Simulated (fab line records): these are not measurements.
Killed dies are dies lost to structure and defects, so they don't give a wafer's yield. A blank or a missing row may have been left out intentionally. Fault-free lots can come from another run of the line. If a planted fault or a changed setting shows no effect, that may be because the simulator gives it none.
A single fault, viewed from 2 desks :: flow sky130 :: each desk holds nothing but its own numbers, with what lay behind them at the end

## THE METROLOGY DESK
Lot by lot, what the gauges showed, no matter which tool ran the lot: averages of those sampled wafers that carry a number. The brackets show how far a lot's mean lies from the usual mean; more than 4 standard deviations puts the lot out of limits, marked OUT.
Columns: A = METAL2_ALCU_RS at SKY_METAL2_RS_MEAS_05, usual 0.1267 ohm/sq; B = METAL2_ALCU_THK at SKY_METAL2_THK_MEAS_06, usual 245.5 nm
lot: L852
first seen here: day 34 02:02
A: 0.1268
B: 246.3

lot: L853
first seen here: day 34 07:19
A: 0.1261
B: 245.3

lot: L857
first seen here: day 36 12:31
A: 0.1256
B: 249.2

lot: L862
first seen here: day 37 14:58
A: 0.1756 (+35) OUT
B: 203.7 (-14) OUT

lot: L865
first seen here: day 38 16:56
A: 0.1758 (+35) OUT
B: 201.8 (-15) OUT

lot: L869
first seen here: day 39 19:40
A: 0.1270
B: 248.0

lot: L872
first seen here: day 40 04:59
A: 0.1274
B: 247.5

lot: L874
first seen here: day 40 20:20
A: 0.1247
B: 246.9

lot: L875
first seen here: day 41 02:17
A: 0.1275
B: 245.0
Finding of this desk: L862, L865 out of limits, first seen on L862 at day 37 14:58 (METAL2_ALCU_RS at SKY_METAL2_RS_MEAS_05). Within limits: L852, L853, L857, L869, L872, L874, L875.

## FOR THE TOOL OWNER'S DESK: pvd sputter-04
The tool's own readings at SKY_METAL2_SPUTTER_02 (material AlCu, target thk 250 nm, time 13.3 s): means of the sampled wafers that have a number, for each lot that ran on this tool. The brackets show how far a lot's mean lies from the usual mean; more than 4 standard deviations puts the lot out of limits, marked OUT.
Columns: A = throttle valve pct at SKY_METAL2_SPUTTER_02, usual 29.6 %
lot: L853
first seen here: day 34 07:13
A: 29.2

lot: L857
first seen here: day 36 12:25
A: 29.7

lot: L862
first seen here: day 37 14:51
A: 30.0

lot: L865
first seen here: day 38 16:50
A: 29.5
This desk's verdict: no lot among the 4 shows anything out of limits.

## PUT TOGETHER
The metrology desk could have raised an alarm at day 37 14:58, on L862, L865.
The tool owner's desk saw nothing out of limits.
On record at the tool owner's desk: L862, L865, within its limits.
The lots listed all ran SKY_METAL2_SPUTTER_02 on pvd sputter-04.

## WHAT THE SIMULATOR HAD PUT IN
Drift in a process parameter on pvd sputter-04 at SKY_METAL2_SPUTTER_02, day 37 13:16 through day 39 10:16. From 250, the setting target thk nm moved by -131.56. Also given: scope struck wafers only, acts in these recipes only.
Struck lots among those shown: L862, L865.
Hours from the fault's start to each desk's first reading out of limits: the metrology desk, 2.
